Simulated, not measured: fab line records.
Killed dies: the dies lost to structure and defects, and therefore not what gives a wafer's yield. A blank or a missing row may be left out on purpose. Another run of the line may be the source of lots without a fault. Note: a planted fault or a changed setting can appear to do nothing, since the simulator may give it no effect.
Problem report in the 8D (eight disciplines) form, filled by code | flow gf180mcu | the parts of the form that need people (team, actions taken, sign-off) are left out

1. THE PROBLEM
At GF_HV_LDD_ETCHBACK_58, rf-fwd-power-W averages 559.1 W over 6 wafers from 2 lots, while fault-free wafers read 398.0 W, standard deviation 1.5. So: +99 or more standard deviations from the usual mean.
The step: etches Si3N4 in CH3F/O2, stops on SiO2, time 100 s, target depth 90 nm.
Seen first at day 19 16:22 on rie-diel-04, wafer L521.3. At this step, 18 wafers from 6 lots have a number in the record. The rule behind "out" and "out of limits": a value lying over 4 standard deviations away from the usual mean. The rest of the wafers with a number are treated as sound.

2. WHAT IT IS, AND WHAT IT ISN'T
question                    | is                     | is not
which readings at this step | rf-fwd-power-W         | drypump-motor-current-A, oes-product-au
which lots                  | L521, L522             | L503, L511, L516, L518
which wafers of those lots  | all that have a number | -
read on which tools         | rie-diel-04            | rie-diel-02, rie-diel-03
when                        | from day 19 16:22      | up to then (12 sound wafers)

3. WHAT RULES OUT EACH SUSPECT
Counting: any tool at a process step up to the reading is kept as a suspect provided that every lot that is out went through it and no sound lot did after the first of them.
- rie-diel-04 at GF_HV_LDD_ETCHBACK_58 (etches Si3N4 in CH3F/O2, stops on SiO2, time 100 s, target depth 90 nm): kept. It ran every lot that is out, first L521 (day 19 16:22), and no sound lot after that; its last sound lot up to then is L511 (day 16 05:47). Its own rf-fwd-power-W readings are out on those wafers.
After counting, what remains is rie-diel-04 at GF_HV_LDD_ETCHBACK_58.

4. THE CAUSE (what the simulator had put in)
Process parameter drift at GF_HV_LDD_ETCHBACK_58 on rie-diel-04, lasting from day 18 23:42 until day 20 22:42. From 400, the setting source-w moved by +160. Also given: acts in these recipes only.
Only this tool survived the counting.

5. THE CHAIN OF EFFECTS, in route order
Each row: a reading whose mean over the struck wafers that have a number lies more than 3 standard deviations from the usual. Only readings for which the record gives a usual standard deviation are gone through. hours: the time from each lot's start at the first step in this table that gives one to its start at this step, as a median over the lots. sigmas: the change in usual standard deviations.
hours | step                  | reading        | usual   | on struck wafers | change | sigmas
0     | GF_HV_LDD_ETCHBACK_58 | rf-fwd-power-W | 398.0 W | 559.1            | +161.1 | +99 or more
Here are the process steps it includes:
- GF_HV_LDD_ETCHBACK_58: etches Si3N4 in CH3F/O2, stops on SiO2, time 100 s, target depth 90 nm.
Later steps that measure or inspect, where all struck wafers having a row at the step show a number for every such reading and not one has moved that far: GF_NSD_CD_MEAS_07, GF_NSD_OVL_MEAS_08, GF_NSD_TW_MEAS_12, GF_PSD_CD_MEAS_07, GF_PSD_OVL_MEAS_08, GF_PSD_TW_MEAS_11.

6. HOW IT WOULD HAVE BEEN CAUGHT EARLIER
First out-of-limits reading in this record: day 19 16:22, which is 17 hours after fault onset at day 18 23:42.
